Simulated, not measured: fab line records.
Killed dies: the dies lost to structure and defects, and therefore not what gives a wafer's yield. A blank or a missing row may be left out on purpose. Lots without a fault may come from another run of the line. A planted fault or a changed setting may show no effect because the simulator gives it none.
Matching of chambers + flow gf180mcu + rie_diel-01 running GF_V2_ETCH_17: 4 sister chambers
The step etches SiO2 in C4F8/O2/Ar, stops on TiN, target depth 630 nm. 8 wafers are shown with their chamber, then 8 later ones without.

WAFERS WITH THEIR CHAMBER
| wafer  | chamber | bias_w (W) | oes_product_au (a.u.) |
|--------|---------|------------|-----------------------|
| L896.5 | 0       | 1198       | 0.851                 |
| L912.1 | 1       | 1202       | 0.848                 |
| L912.2 | 3       | 1200       | 0.864                 |
| L912.3 | 0       | 1201       | 0.860                 |
| L914.1 | 3       | 1199       | 0.859                 |
| L914.2 | 1       | 1206       | 0.852                 |
| L914.6 | 2       | 1201       | 0.861                 |
| L915.1 | 2       | 1199       | 0.855                 |

WAFERS WITH NO CHAMBER GIVEN
| wafer  | bias_w (W) | oes_product_au (a.u.) |
|--------|------------|-----------------------|
| L915.2 | 1196       | 0.864                 |
| L915.6 | 1205       | 0.864                 |
| L916.1 | 1200       | 0.853                 |
| L916.2 | 1202       | 0.849                 |
| L916.3 | 1201       | 0.860                 |
| L918.1 | 1198       | 0.852                 |
| L918.3 | 1201       | 0.856                 |
| L918.4 | 1196       | 0.853                 |

CHAMBER TAKEN BY EACH
| wafer  | from the rows above               | in truth |
|--------|-----------------------------------|----------|
| L915.2 | can't be placed: 3 or 2 or 0      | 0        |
| L915.6 | can't be placed: 3 or 2 or 1 or 0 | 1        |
| L916.1 | can't be placed: 0 or 2 or 3 or 1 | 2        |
| L916.2 | can't be placed: 1 or 0 or 2      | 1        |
| L916.3 | can't be placed: 2 or 3 or 0      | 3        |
| L918.1 | can't be placed: 0 or 2 or 3      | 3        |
| L918.3 | can't be placed: 2 or 0 or 3 or 1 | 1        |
| L918.4 | can't be placed: 0 or 2 or 3      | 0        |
Correct placement for 0 of the 8. Unplaceable from these rows: 8, with the true chamber sitting among the candidates in 8. 0 placed wrongly.
How it was worked out, from the rows above alone: a wafer's distance from a chamber is the root of the sum, over the readings, of the square of ((its reading less the chamber's mean) divided by the reading's scatter). The wafer belongs to the nearest chamber; if the next one is less than 2 further off, it can't be placed. Each chamber's mean is taken over the wafers shown for it. How the scatter is found: for the shown wafers, subtract from each reading the mean of its chamber, square and add these, divide the total by (wafers less chambers), then take the root.
